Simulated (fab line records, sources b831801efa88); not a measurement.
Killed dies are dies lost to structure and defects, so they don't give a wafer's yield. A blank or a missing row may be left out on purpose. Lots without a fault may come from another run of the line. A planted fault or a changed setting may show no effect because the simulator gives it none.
Chamber matching | flow gf180mcu | GF_MIM_CVD_05 on pecvd-04: 3 sister chambers
The step deposits Si3N4, target thk 42 nm, time 29.086 s. 6 wafers are shown with their chamber, then 7 later ones without.

WAFERS WITH THEIR CHAMBER
wafer  | chamber | heater_power_outer_w (W) | heater_power_w (W)
L784.5 | 0       | 369                      | 630
L794.2 | 2       | 433                      | 729
L794.5 | 2       | 440                      | 749
L794.6 | 1       | 344                      | 646
L798.1 | 0       | 390                      | 667
L798.4 | 1       | 356                      | 664

WAFERS WITHOUT THEIR CHAMBER
wafer  | heater_power_outer_w (W) | heater_power_w (W)
L798.5 | 388                      | 680
L799.1 | 300                      | 577
L799.2 | 330                      | 577
L799.3 | 422                      | 731
L800.1 | 322                      | 617
L800.3 | 371                      | 653
L800.5 | 325                      | 617

WHICH CHAMBER EACH WENT THROUGH
wafer  | from the rows above     | in truth
L798.5 | 0                       | 0
L799.1 | 1                       | 1
L799.2 | can't be placed: 1 or 0 | 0
L799.3 | 2                       | 2
L800.1 | 1                       | 1
L800.3 | can't be placed: 0 or 1 | 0
L800.5 | 1                       | 1
Placed correctly: 5 of 7. Can't be placed from these rows: 2 (the true chamber is among the candidates in 2). Placed wrongly: 0.
How it was worked out, from the rows above alone: a wafer's distance from a chamber is the root of the sum, over the readings, of the square of ((its reading less the chamber's mean) divided by the reading's scatter). The wafer belongs to the nearest chamber; if the next one is less than 2 further off, it can't be placed. A chamber's mean is the mean of its shown wafers. The scatter: the root of (the sum of the squares of (reading less its chamber's mean) over the shown wafers, divided by (wafers less chambers)).
